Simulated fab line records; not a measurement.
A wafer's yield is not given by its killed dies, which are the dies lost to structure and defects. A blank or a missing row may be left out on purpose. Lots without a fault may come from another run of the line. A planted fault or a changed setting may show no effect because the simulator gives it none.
fab line records	flow gf180mcu
record: lots: 24	wafers: 72	lastDay: 34
route steps=602 shown DNWELL@40 HV_LDD@214 CONTACT@313 M2@362 M4@458
lots untouched by any fault: they come from a run of this same line in which no faults occurred
startH: the number of hours between the record's first day and the start of the first shown wafer of the lot	waitH: time in hours since the lot's previous step	" identical to the entry in the row above	L1.1+2: a row that stands for several wafers	- value missing, or start not given	* or withheld: withheld	< > ~ a bound
route shown NAME@n: names a module that has steps shown in the file, with the first one's number in the route	usual: mean and standard deviation over wafers with no fault	same: alike in all rows	chamber/n: place in a boat	sites: each site's reading	_std_site: their standard deviation	_edge_site: the outer-site mean with the inner-site mean subtracted	radiusMm: for every site, how far away it sits from the centre of the wafer	mask NAME#n: copy n	behind: the tool/chamber that last shaped the wafer	hold: what put the lot on hold/how long, in hours/how the hold closed	device: transistor that didn't switch, given as n, p or np	end of line: the tests these same wafers got at the end of their route	a step given without rows: its recipe and nothing more	killed: dies lost to structure and defects at the first sort, not the wafer's yield	map: dies across one wafer; x = killed, . = not, _ = none there
set.NAME: the setting the step ran with; set.NAME@STEP: the setting that earlier step ran with	model.NAME: the simulator's own value behind a step, which no gauge read
steps of the route over a sample of lots; a table a step, a row a wafer
services: when a tool's chamber went out of use (startH, in hours from the record's first day, below 0 if earlier), for how many hours, and the reason
== steps ==
step: GF_DNWELL_STRIP_08
recipe: chemistry: O2/N2	powerW: 1400	pressureMtorr: 1500	platenTempC: 250	o2FlowSccm: 3000	n2FlowSccm: 300	overashFraction: 0.5
usual: drypumpMotorCurrentA: 5.7/0.32	heaterPowerW: 312/40	n2FlowSccm: 300.0/0.83	oesProductAu: 0.722/0.0047	stripTimeToEndpointS: 37.00/0.097
lot.wafer	tool	chamber	startH	waitH	drypumpMotorCurrentA	heaterPowerW	n2FlowSccm	oesProductAu	rfHoursCounterH	stripTimeToEndpointS
L074.1	plasmaAsher-02	1	41.44	0.1	6.1	331	300.4	0.724	46	36.98
L074.2	"	0	"	"	5.9	305	300.5	0.714	46	37.02
L074.3	"	0	"	"	5.9	304	300.8	0.723	-	36.96
L075.1	plasmaAsher-03	1	47.34	0.1	5.4	262	298.5	0.718	13	36.93
L075.2	"	0	"	"	5.8	259	300.3	0.726	13	36.96
L075.3	"	1	"	"	5.4	270	300.5	0.720	-	37.00
L076.2	plasmaAsher-04	1	53.54	0.1	5.7	308	301.6	0.718	45	37.05
L076.4	"	1	"	"	5.7	300	299.8	0.719	-	37.05
L076.5	"	1	"	"	5.7	308	300.8	0.719	-	36.96
L077.2	plasmaAsher-04	0	58.64	0.1	5.2	376	300.0	0.725	46	37.07
L077.5	"	1	"	"	5.7	306	300.1	0.724	-	37.13
L077.6	"	0	"	"	5.2	373	301.3	0.711	-	37.02
L078.2	plasmaAsher-03	1	64.79	0.1	5.4	261	299.7	0.724	14	36.81
L078.3	"	1	"	"	5.3	256	299.8	0.723	-	37.06
L078.6	"	0	"	"	5.8	258	299.1	0.720	-	37.00
L079.2	plasmaAsher-04	1	67.50	0.1	5.6	306	299.2	0.725	46	36.89
L079.5	"	0	"	"	5.2	376	299.9	0.723	-	36.83
L079.6	"	1	"	"	5.6	310	300.2	0.733	-	36.99
L080.2	plasmaAsher-02	0	94.74	0.1	5.8	309	300.3	0.722	52	36.96
L080.3	"	0	"	"	5.9	302	300.4	0.723	-	36.99
L080.5	"	0	"	"	5.9	308	299.8	0.720	-	37.04
L081.1	plasmaAsher-02	0	95.39	0.1	5.8	314	300.3	0.726	52	37.00
L081.3	"	1	"	"	6.1	335	300.5	0.718	-	37.04
L081.5	"	0	"	"	5.9	307	300.1	0.721	-	37.03
L082.3	plasmaAsher-03	1	98.68	0.1	5.4	261	299.1	0.719	-	37.07
L082.4	"	0	"	"	5.8	261	301.4	0.727	-	37.08
L082.5	"	1	"	"	5.4	253	299.4	0.724	-	37.07
L084.2	plasmaAsher-02	1	98.90	0.1	6.1	327	299.4	0.724	52	37.06
L084.3	"	0	"	"	5.8	297	299.3	0.730	-	37.06
L084.4	"	1	"	"	6.1	328	300.4	0.716	-	37.02
L083.1	plasmaAsher-03	0	99.24	0.1	5.8	257	299.4	0.722	19	36.94
L083.2	"	1	"	"	5.4	267	299.8	0.723	19	36.88
L083.5	"	1	"	"	5.4	265	301.1	0.726	-	36.89
L085.1	plasmaAsher-02	0	99.59	0.1	5.8	310	297.9	0.731	52	36.80
L085.2	"	1	"	"	6.1	323	300.9	0.717	52	36.87
L085.6	"	0	"	"	5.9	303	298.3	0.721	-	36.85
L086.2	plasmaAsher-04	0	102.84	0.1	5.2	377	301.7	0.717	49	37.00
L086.4	"	0	"	"	5.2	373	300.2	0.716	-	37.01
L086.6	"	0	"	"	5.2	381	300.4	0.724	-	36.93
L087.1	plasmaAsher-04	0	109.34	0.1	5.2	373	301.0	0.723	50	37.12
L087.2	"	1	"	"	5.7	303	299.2	0.720	50	37.06
L087.5	"	1	"	"	5.7	304	299.1	0.723	-	37.14
L088.1	plasmaAsher-03	0	120.39	0.1	5.8	256	300.6	0.724	21	36.85
L088.4	"	1	"	"	5.4	261	299.5	0.720	-	36.87
L088.6	"	0	"	"	5.8	255	300.7	0.716	-	36.89
L089.2	plasmaAsher-04	1	123.04	0.1	5.6	309	299.7	0.718	51	36.90
L089.3	"	1	"	"	5.7	305	298.4	0.724	-	37.02
L089.4	"	0	"	"	5.2	365	299.6	0.720	-	37.05
L090.1	plasmaAsher-03	1	126.84	0.1	5.4	256	300.0	0.716	22	37.05
L090.3	"	0	"	"	5.8	254	299.4	0.731	-	37.14
L090.4	"	1	"	"	5.4	260	301.2	0.719	-	37.07
L091.2	plasmaAsher-02	1	133.05	0.1	6.1	331	299.7	0.725	56	37.00
L091.5	"	0	"	"	5.9	308	298.8	0.714	-	37.04
L091.6	"	1	"	"	6.1	333	300.4	0.727	-	36.99
L092.1	plasmaAsher-02	1	139.99	0.1	6.1	334	299.6	0.721	57	36.95
L092.2	"	0	"	"	5.9	306	300.0	0.728	57	36.94
L092.5	"	1	"	"	6.1	326	300.5	0.722	-	36.91
L093.2	plasmaAsher-04	0	144.09	0.1	5.2	378	301.3	0.724	54	37.27
L093.5	"	1	"	"	5.7	302	299.7	0.731	-	37.21
L093.6	"	0	"	"	5.2	372	299.8	0.725	-	37.21
L094.1	plasmaAsher-04	0	148.24	0.1	5.2	374	300.7	0.726	54	36.92
L094.3	"	0	"	"	5.2	377	299.3	0.721	-	36.99
L094.5	"	1	"	"	5.7	305	300.3	0.727	-	36.97
L095.2	plasmaAsher-04	1	152.99	0.1	5.6	301	301.7	0.726	55	37.15
L095.3	"	1	"	"	5.7	312	300.0	0.723	-	37.18
L095.4	"	0	"	"	5.2	370	298.0	0.729	-	37.10
L096.2	plasmaAsher-04	0	166.95	0.1	5.2	376	299.9	0.721	56	36.82
L096.5	"	1	"	"	5.7	307	300.1	0.722	-	36.94
L096.6	"	0	"	"	5.2	378	299.8	0.724	-	36.90
L097.2	plasmaAsher-02	1	167.14	0.1	6.1	332	299.7	0.724	60	37.05
L097.4	"	1	"	"	6.1	321	301.9	0.725	-	36.99
L097.6	"	1	"	"	6.1	323	300.6	0.713	-	36.89
step: GF_HV_LDD_TW_MEAS_38
usual: HV_LDD_3_TW: 1438/17
lot.wafer	tool	chamber	startH	waitH	HV_LDD_3_TW
L074.1	filmMetro-02	-	235.75	0.1	1421
L074.2	"	-	"	"	1417
L074.3	"	-	"	"	1418
L075.1	filmMetro-04	-	242.35	0.1	1428
L075.2	"	-	"	"	1429
L075.3	"	-	"	"	1436
L076.2	filmMetro-02	-	258.20	0.1	1424
L076.4	"	-	"	"	1420
L076.5	"	-	"	"	1421
L077.2	filmMetro-04	-	259.70	0.1	1435
L077.5	"	-	"	"	1437
L077.6	"	-	"	"	1438
L078.2	filmMetro-02	-	266.22	0.1	1429
L078.3	"	-	"	"	1421
L078.6	"	-	"	"	1429
L079.2	filmMetro-02	-	274.45	0.1	1424
L079.5	"	-	"	"	1415
L079.6	"	-	"	"	1419
L080.2	filmMetro-04	-	330.17	0.1	1449
L080.3	"	-	"	"	1445
L080.5	"	-	"	"	1456
L081.1	filmMetro-03	-	334.24	0.1	1454
L081.3	"	-	"	"	1449
L081.5	"	-	"	"	1446
L082.3	filmMetro-03	-	337.18	0.1	1464
L082.4	"	-	"	"	1469
L082.5	"	-	"	"	1462
L084.2	filmMetro-02	-	337.75	0.1	1419
L084.3	"	-	"	"	1426
L084.4	"	-	"	"	1415
L083.1	filmMetro-02	-	339.89	0.1	1427
L083.2	"	-	"	"	1413
L083.5	"	-	"	"	1414
L085.1	filmMetro-03	-	341.39	0.1	1454
L085.2	"	-	"	"	1456
L085.6	"	-	"	"	1455
L086.2	filmMetro-04	-	341.97	0.1	1445
L086.4	"	-	"	"	1440
L086.6	"	-	"	"	1435
L087.1	filmMetro-04	-	354.89	0.1	1450
L087.2	"	-	"	"	1443
L087.5	"	-	"	"	1445
L088.1	filmMetro-02	-	374.59	0.1	1418
L088.4	"	-	"	"	1418
L088.6	"	-	"	"	1417
L089.2	filmMetro-03	-	375.25	0.1	1455
L089.3	"	-	"	"	1451
L089.4	"	-	"	"	1451
L090.1	filmMetro-02	-	384.06	0.1	1425
L090.3	"	-	"	"	1428
L090.4	"	-	"	"	1430
L091.2	filmMetro-02	-	395.87	0.1	1416
L091.5	"	-	"	"	1430
L091.6	"	-	"	"	1418
L092.1	filmMetro-04	-	405.99	0.1	1460
L092.2	"	-	"	"	1459
L092.5	"	-	"	"	1448
L094.1	filmMetro-02	-	424.05	0.1	1424
L094.3	"	-	"	"	1435
L094.5	"	-	"	"	1425
L093.2	filmMetro-03	-	424.96	0.1	1459
L093.5	"	-	"	"	1456
L093.6	"	-	"	"	1457
L095.2	filmMetro-04	-	433.15	0.1	1452
L095.3	"	-	"	"	1450
L095.4	"	-	"	"	1458
L097.2	filmMetro-03	-	446.60	0.1	1458
L097.4	"	-	"	"	1448
L097.6	"	-	"	"	1463
L096.2	filmMetro-02	-	448.01	0.1	1435
L096.5	"	-	"	"	1434
L096.6	"	-	"	"	1434
step: GF_CONTACT_THK_MEAS_26
recipe: thkMeasGauge: xrf	reads: W_of_CONTACT_CVD_24
usual: CONTACT_W_THK: 303/6.1
lot.wafer	tool	chamber	startH	waitH	CONTACT_W_THK[nm]
L074.1	filmMetro-03	-	343.64	0.1	307
L074.2	"	-	"	"	302
L074.3	"	-	"	"	301
L075.1	filmMetro-02	-	349.30	0.1	301
L075.2	"	-	"	"	293
L075.3	"	-	"	"	303
L076.2	filmMetro-04	-	367.43	0.1	302
L076.4	"	-	"	"	303
L076.5	"	-	"	"	303
L077.2	filmMetro-03	-	369.40	0.1	303
L077.5	"	-	"	"	301
L077.6	"	-	"	"	300
L078.2	filmMetro-03	-	375.69	0.1	306
L078.3	"	-	"	"	307
L078.6	"	-	"	"	304
L079.2	filmMetro-03	-	384.50	0.1	301
L079.5	"	-	"	"	302
L079.6	"	-	"	"	309
L080.2	filmMetro-04	-	451.90	0.1	295
L080.3	"	-	"	"	293
L080.5	"	-	"	"	297
L081.1	filmMetro-04	-	455.47	0.1	298
L081.3	"	-	"	"	295
L081.5	"	-	"	"	294
L082.3	filmMetro-04	-	458.46	0.1	315
L082.4	"	-	"	"	311
L082.5	"	-	"	"	315
L084.2	filmMetro-03	-	459.38	0.1	298
L084.3	"	-	"	"	297
L084.4	"	-	"	"	299
L083.1	filmMetro-02	-	462.74	0.1	301
L083.2	"	-	"	"	302
L083.5	"	-	"	"	297
L085.1	filmMetro-02	-	464.77	0.1	306
L085.2	"	-	"	"	305
L085.6	"	-	"	"	304
L086.2	filmMetro-02	-	466.23	0.1	307
L086.4	"	-	"	"	308
L086.6	"	-	"	"	305
L087.1	filmMetro-02	-	480.04	0.1	308
L087.2	"	-	"	"	302
L087.5	"	-	"	"	310
L088.1	filmMetro-03	-	502.03	0.1	314
L088.4	"	-	"	"	310
L088.6	"	-	"	"	303
L089.2	filmMetro-02	-	503.98	0.1	305
L089.3	"	-	"	"	305
L089.4	"	-	"	"	305
L090.1	filmMetro-04	-	510.52	0.1	298
L090.3	"	-	"	"	298
L090.4	"	-	"	"	300
L091.2	filmMetro-03	-	522.62	0.1	306
L091.5	"	-	"	"	303
L091.6	"	-	"	"	305
L092.1	filmMetro-02	-	533.60	0.1	296
L092.2	"	-	"	"	299
L092.5	"	-	"	"	300
L094.1	filmMetro-03	-	549.33	0.1	312
L094.3	"	-	"	"	316
L094.5	"	-	"	"	315
L093.2	filmMetro-02	-	550.44	0.1	290
L093.5	"	-	"	"	298
L093.6	"	-	"	"	294
L095.2	filmMetro-04	-	558.44	0.1	304
L095.3	"	-	"	"	299
L095.4	"	-	"	"	297
L097.2	filmMetro-03	-	570.44	0.1	309
L097.4	"	-	"	"	304
L097.6	"	-	"	"	307
L096.2	filmMetro-04	-	571.33	0.1	303
L096.5	"	-	"	"	304
L096.6	"	-	"	"	313
step: GF_M2_SPUTTER_00
recipe: material: Ti	targetThkNm: 37.5	arrivingIonEnergyEv: 80	substrateTempC: 200	chamberPressurePa: 2	powerW: 4000	timeS: 150
usual: throttleValvePct: 29.8/0.79
lot.wafer	tool	chamber	startH	waitH	throttleValvePct
L074.1	pvdSputter-03	-	391.30	0.2	31.0
L074.2	"	-	"	"	31.2
L074.3	"	-	"	"	29.3
L075.1	pvdSputter-01	-	396.71	0.1	29.8
L075.2	"	-	"	"	28.7
L075.3	"	-	"	"	29.4
L076.2	pvdSputter-02	-	418.49	0.1	29.1
L076.4	"	-	"	"	30.3
L076.5	"	-	"	"	30.6
L077.2	pvdSputter-01	-	420.17	0.1	29.6
L077.5	"	-	"	"	29.3
L077.6	"	-	"	"	30.0
L078.2	pvdSputter-01	-	426.05	0.2	28.6
L078.3	"	-	"	"	29.7
L078.6	"	-	"	"	29.8
L079.2	pvdSputter-01	-	436.68	0.2	29.6
L079.5	"	-	"	"	28.5
L079.6	"	-	"	"	29.9
L080.2	pvdSputter-03	-	503.89	0.2	30.8
L080.3	"	-	"	"	30.4
L080.5	"	-	"	"	29.0
L081.1	pvdSputter-01	-	507.83	0.1	29.7
L081.3	"	-	"	"	29.9
L081.5	"	-	"	"	30.1
L082.3	pvdSputter-02	-	510.23	0.2	29.6
L082.4	"	-	"	"	29.7
L082.5	"	-	"	"	29.7
L084.2	pvdSputter-01	-	511.23	0.1	28.7
L084.3	"	-	"	"	29.8
L084.4	"	-	"	"	29.8
L083.1	pvdSputter-02	-	513.94	0.1	29.6
L083.2	"	-	"	"	29.6
L083.5	"	-	"	"	29.4
L085.1	pvdSputter-03	-	516.23	0.2	31.4
L085.2	"	-	"	"	30.5
L085.6	"	-	"	"	29.1
L086.2	pvdSputter-01	-	517.61	0.2	29.7
L086.4	"	-	"	"	29.1
L086.6	"	-	"	"	29.8
L087.1	pvdSputter-01	-	530.59	0.2	29.3
L087.2	"	-	"	"	29.9
L087.5	"	-	"	"	28.8
L088.1	pvdSputter-03	-	550.79	0.2	28.8
L088.4	"	-	"	"	30.3
L088.6	"	-	"	"	30.7
L089.2	pvdSputter-03	-	553.59	0.2	31.1
L089.3	"	-	"	"	30.2
L089.4	"	-	"	"	30.6
L090.1	pvdSputter-03	-	558.87	0.2	29.1
L090.3	"	-	"	"	30.6
L090.4	"	-	"	"	31.2
L091.2	pvdSputter-03	-	570.41	0.1	30.8
L091.5	"	-	"	"	30.5
L091.6	"	-	"	"	31.5
L092.1	pvdSputter-02	-	580.37	0.1	29.6
L092.2	"	-	"	"	29.8
L092.5	"	-	"	"	29.2
L094.1	pvdSputter-03	-	595.09	0.2	31.4
L094.3	"	-	"	"	30.4
L094.5	"	-	"	"	29.1
L093.2	pvdSputter-01	-	596.78	0.2	29.6
L093.5	"	-	"	"	28.8
L093.6	"	-	"	"	29.8
L095.2	pvdSputter-01	-	604.23	0.2	29.3
L095.3	"	-	"	"	30.0
L095.4	"	-	"	"	28.6
L097.2	pvdSputter-03	-	615.18	0.3	29.0
L097.4	"	-	"	"	30.2
L097.6	"	-	"	"	28.9
L096.2	pvdSputter-01	-	615.81	0.1	28.5
L096.5	"	-	"	"	30.0
L096.6	"	-	"	"	28.7
step: GF_M2_STRIP_17
recipe: chemistry: O2/N2	powerW: 1400	pressureMtorr: 1500	platenTempC: 250	o2FlowSccm: 3000	n2FlowSccm: 300	overashFraction: 0.5
usual: drypumpMotorCurrentA: 5.54/0.28	heaterPowerW: 309/40	n2FlowSccm: 300.0/0.79	oesProductAu: 0.557/0.0052	stripTimeToEndpointS: 7.87/0.064
lot.wafer	tool	chamber	startH	waitH	drypumpMotorCurrentA	heaterPowerW	n2FlowSccm	oesProductAu	rfHoursCounterH	stripTimeToEndpointS
L074.1	plasmaAsher-01	0	415.49	0.1	5.36	340	300.4	0.566	29	7.75
L074.2	"	1	"	"	6.00	304	298.4	0.553	29	7.88
L074.3	"	0	"	"	5.34	342	299.1	0.561	-	7.84
L075.1	plasmaAsher-03	1	420.79	0.1	5.36	262	299.5	0.567	52	7.93
L075.2	"	0	"	"	5.79	257	299.9	0.561	52	7.88
L075.3	"	1	"	"	5.36	262	300.8	0.554	-	7.90
L076.2	plasmaAsher-04	1	443.20	0.1	5.67	313	300.1	0.555	1	7.93
L076.4	"	0	"	"	5.21	358	297.8	0.557	-	7.94
L076.5	"	1	"	"	5.69	302	300.2	0.562	-	7.90
L077.2	plasmaAsher-04	0	444.30	0.1	5.21	364	300.3	0.567	1	7.95
L077.5	"	0	"	"	5.21	360	301.5	0.563	-	7.92
L077.6	"	1	"	"	5.65	300	299.7	0.547	-	7.88
L078.2	plasmaAsher-01	1	451.23	0.1	6.01	303	299.8	0.556	33	7.78
L078.3	"	1	"	"	6.04	309	300.5	0.556	-	7.78
L078.6	"	0	"	"	5.37	352	301.7	0.552	-	7.78
L079.2	plasmaAsher-04	0	461.70	0.1	5.19	367	299.2	0.559	3	7.81
L079.5	"	1	"	"	5.65	300	301.3	0.554	-	7.78
L079.6	"	0	"	"	5.20	374	297.6	0.553	-	7.93
L080.2	plasmaAsher-01	1	527.70	0.1	6.00	296	299.8	0.553	41	7.76
L080.3	"	0	"	"	5.36	338	300.2	0.560	-	7.76
L080.5	"	0	"	"	5.37	345	299.8	0.547	-	7.76
L081.1	plasmaAsher-04	0	531.36	0.2	5.18	370	301.1	0.560	10	7.81
L081.3	"	1	"	"	5.67	299	299.8	0.556	-	7.83
L081.5	"	1	"	"	5.65	303	300.0	0.558	-	7.86
L082.3	plasmaAsher-03	1	533.15	0.1	5.38	261	300.5	0.556	-	7.90
L082.4	"	0	"	"	5.81	256	298.6	0.564	-	7.92
L082.5	"	1	"	"	5.35	267	300.2	0.562	-	7.96
L084.2	plasmaAsher-03	0	534.37	0.1	5.81	269	300.2	0.566	64	7.95
L084.3	"	1	"	"	5.35	259	299.7	0.557	-	7.83
L084.4	"	0	"	"	5.80	260	299.4	0.562	-	7.90
L083.1	plasmaAsher-04	1	537.05	0.1	5.64	306	300.6	0.558	11	7.92
L083.2	"	0	"	"	5.20	366	300.8	0.555	11	7.90
L083.5	"	0	"	"	5.20	352	300.7	0.561	-	7.90
L085.1	plasmaAsher-03	0	539.32	0.1	5.81	263	299.3	0.554	65	7.88
L085.2	"	1	"	"	5.32	259	298.5	0.564	65	7.98
L085.6	"	0	"	"	5.85	257	300.6	0.554	-	7.98
L086.2	plasmaAsher-01	0	540.45	0.1	5.34	340	301.9	0.548	42	7.85
L086.4	"	1	"	"	6.00	299	300.5	0.559	-	7.87
L086.6	"	0	"	"	5.34	329	301.0	0.554	-	7.87
L087.1	plasmaAsher-04	0	553.25	0.1	5.18	355	300.3	0.562	13	7.89
L087.2	"	1	"	"	5.67	304	299.3	0.553	13	7.78
L087.5	"	0	"	"	5.18	366	299.5	0.551	-	7.77
L088.1	plasmaAsher-03	1	573.26	0.2	5.37	265	300.2	0.562	69	7.79
L088.4	"	1	"	"	5.39	256	301.2	0.554	-	7.81
L088.6	"	1	"	"	5.36	258	300.4	0.562	-	7.85
L089.2	plasmaAsher-04	0	575.69	0.1	5.18	360	300.7	0.562	15	7.88
L089.3	"	1	"	"	5.66	306	300.1	0.553	-	7.85
L089.4	"	0	"	"	5.19	371	299.9	0.551	-	7.88
L090.1	plasmaAsher-04	1	580.51	0.2	5.66	299	300.6	0.559	16	7.76
L090.3	"	1	"	"	5.67	303	300.9	0.549	-	7.77
L090.4	"	0	"	"	5.18	369	299.7	0.555	-	7.78
L091.2	plasmaAsher-03	0	591.64	0.1	5.82	259	300.7	0.557	71	7.94
L091.5	"	1	"	"	5.35	264	299.9	0.558	-	7.93
L091.6	"	0	"	"	5.88	259	300.4	0.556	-	7.82
L092.1	plasmaAsher-04	0	602.10	0.1	5.18	362	299.1	0.565	18	7.93
L092.2	"	1	"	"	5.66	307	300.5	0.545	18	7.79
L092.5	"	0	"	"	5.19	372	300.5	0.559	-	7.89
L094.1	plasmaAsher-04	1	616.03	0.2	5.68	294	298.5	0.554	20	7.81
L094.3	"	0	"	"	5.19	365	299.5	0.552	-	7.74
L094.5	"	1	"	"	5.65	288	299.5	0.566	-	7.80
L093.2	plasmaAsher-04	0	616.80	0.1	5.19	376	300.1	0.560	20	7.88
L093.5	"	0	"	"	5.20	359	300.7	0.561	-	7.81
L093.6	"	1	"	"	5.62	303	301.1	0.557	-	7.86
L095.2	plasmaAsher-01	1	624.42	0.1	6.04	308	300.5	0.552	49	7.90
L095.3	"	0	"	"	5.36	348	299.9	0.550	-	7.87
L095.4	"	1	"	"	6.03	304	301.0	0.561	-	7.97
L097.2	plasmaAsher-01	1	635.39	0.1	5.99	295	299.8	0.561	51	7.92
L097.4	"	1	"	"	6.01	309	300.3	0.552	-	7.87
L097.6	"	1	"	"	6.02	292	299.9	0.555	-	7.85
L096.2	plasmaAsher-03	1	636.56	0.1	5.37	262	299.3	0.559	75	8.00
L096.5	"	0	"	"	5.79	254	299.3	0.554	-	7.94
L096.6	"	1	"	"	5.35	262	298.3	0.555	-	7.90
step: GF_M4_SPUTTER_02
recipe: material: AlCu	targetThkNm: 450	powerW: 10600	timeS: 23.9	chamberPressurePa: 0.4
usual: throttleValvePct: 29.8/0.69
lot.wafer	tool	chamber	startH	waitH	throttleValvePct
L074.1	pvdSputter-03	-	495.79	0.0	31.4
L074.2	"	-	"	"	30.8
L074.3	"	-	"	"	30.7
L075.1	pvdSputter-03	-	500.22	0.0	30.3
L075.2	"	-	"	"	31.3
L075.3	"	-	"	"	29.0
L076.2	pvdSputter-01	-	521.92	0.0	28.5
L076.4	"	-	"	"	29.9
L076.5	"	-	"	"	29.4
L077.2	pvdSputter-02	-	522.71	0.0	29.6
L077.5	"	-	"	"	29.5
L077.6	"	-	"	"	30.5
L078.2	pvdSputter-02	-	529.32	0.0	30.5
L078.3	"	-	"	"	29.8
L078.6	"	-	"	"	29.0
L079.2	pvdSputter-02	-	539.24	0.0	29.6
L079.5	"	-	"	"	30.5
L079.6	"	-	"	"	29.3
L080.2	pvdSputter-02	-	598.47	0.0	29.4
L080.3	"	-	"	"	29.5
L080.5	"	-	"	"	29.6
L081.1	pvdSputter-02	-	601.27	0.0	29.7
L081.3	"	-	"	"	30.4
L081.5	"	-	"	"	29.6
L082.3	pvdSputter-02	-	603.12	0.0	30.7
L082.4	"	-	"	"	29.4
L082.5	"	-	"	"	29.3
L084.2	pvdSputter-03	-	604.96	0.0	31.3
L084.3	"	-	"	"	29.1
L084.4	"	-	"	"	30.7
L083.1	pvdSputter-02	-	605.96	0.0	29.5
L083.2	"	-	"	"	30.4
L083.5	"	-	"	"	29.8
L085.1	pvdSputter-01	-	609.07	0.0	29.9
L085.2	"	-	"	"	28.9
L085.6	"	-	"	"	29.5
L086.2	pvdSputter-03	-	610.02	0.0	29.0
L086.4	"	-	"	"	30.5
L086.6	"	-	"	"	30.8
L087.1	pvdSputter-01	-	622.25	0.0	29.7
L087.2	"	-	"	"	29.7
L087.5	"	-	"	"	28.8
L088.1	pvdSputter-01	-	640.42	0.0	30.0
L088.4	"	-	"	"	28.7
L088.6	"	-	"	"	29.9
L089.2	pvdSputter-02	-	642.37	0.0	29.2
L089.3	"	-	"	"	29.7
L089.4	"	-	"	"	29.9
L090.1	pvdSputter-03	-	648.01	0.0	30.9
L090.3	"	-	"	"	30.4
L090.4	"	-	"	"	31.4
L091.2	pvdSputter-02	-	657.39	0.0	29.7
L091.5	"	-	"	"	29.3
L091.6	"	-	"	"	29.5
L092.1	pvdSputter-01	-	666.77	0.0	30.0
L092.2	"	-	"	"	28.7
L092.5	"	-	"	"	28.8
L094.1	pvdSputter-01	-	679.02	0.0	28.4
L094.3	"	-	"	"	29.9
L094.5	"	-	"	"	29.5
L093.2	pvdSputter-02	-	679.51	0.0	29.4
L093.5	"	-	"	"	29.4
L093.6	"	-	"	"	29.3
L095.2	pvdSputter-02	-	687.15	0.0	29.7
L095.3	"	-	"	"	29.2
L095.4	"	-	"	"	30.6
L097.2	pvdSputter-02	-	697.72	0.0	29.6
L097.4	"	-	"	"	29.5
L097.6	"	-	"	"	29.1
L096.2	pvdSputter-03	-	697.88	0.0	30.4
L096.5	"	-	"	"	31.1
L096.6	"	-	"	"	30.8
== services ==
tool	chamber	startH	hours	kind
plasmaAsher-02	-	27.56	0.7	repair
pvdSputter-03	-	30.31	2.2	repair
pvdSputter-02	-	80.71	2.4	repair
plasmaAsher-04	-	92.97	7.4	repair
plasmaAsher-03	-	184.06	10.7	repair
plasmaAsher-04	-	185.90	3.0	repair
plasmaAsher-03	-	206.08	2.8	pm
plasmaAsher-02	-	260.49	0.5	repair
pvdSputter-01	-	261.13	4.1	repair
plasmaAsher-04	-	329.97	1.1	repair
pvdSputter-03	-	404.24	4.0	repair
plasmaAsher-04	-	421.25	9.0	pm
plasmaAsher-03	-	460.81	1.1	repair
pvdSputter-03	-	473.45	1.6	repair
plasmaAsher-03	-	474.72	4.0	repair
pvdSputter-02	-	489.47	8.8	repair
plasmaAsher-04	-	541.27	2.8	pm
pvdSputter-03	-	541.32	1.4	repair
pvdSputter-01	-	553.23	11.6	repair
pvdSputter-02	-	592.84	4.5	repair
plasmaAsher-04	-	595.30	1.4	repair
plasmaAsher-03	-	600.40	13.9	repair
pvdSputter-02	-	644.05	0.9	repair
plasmaAsher-04	-	663.78	3.0	repair
== key ==
fault none
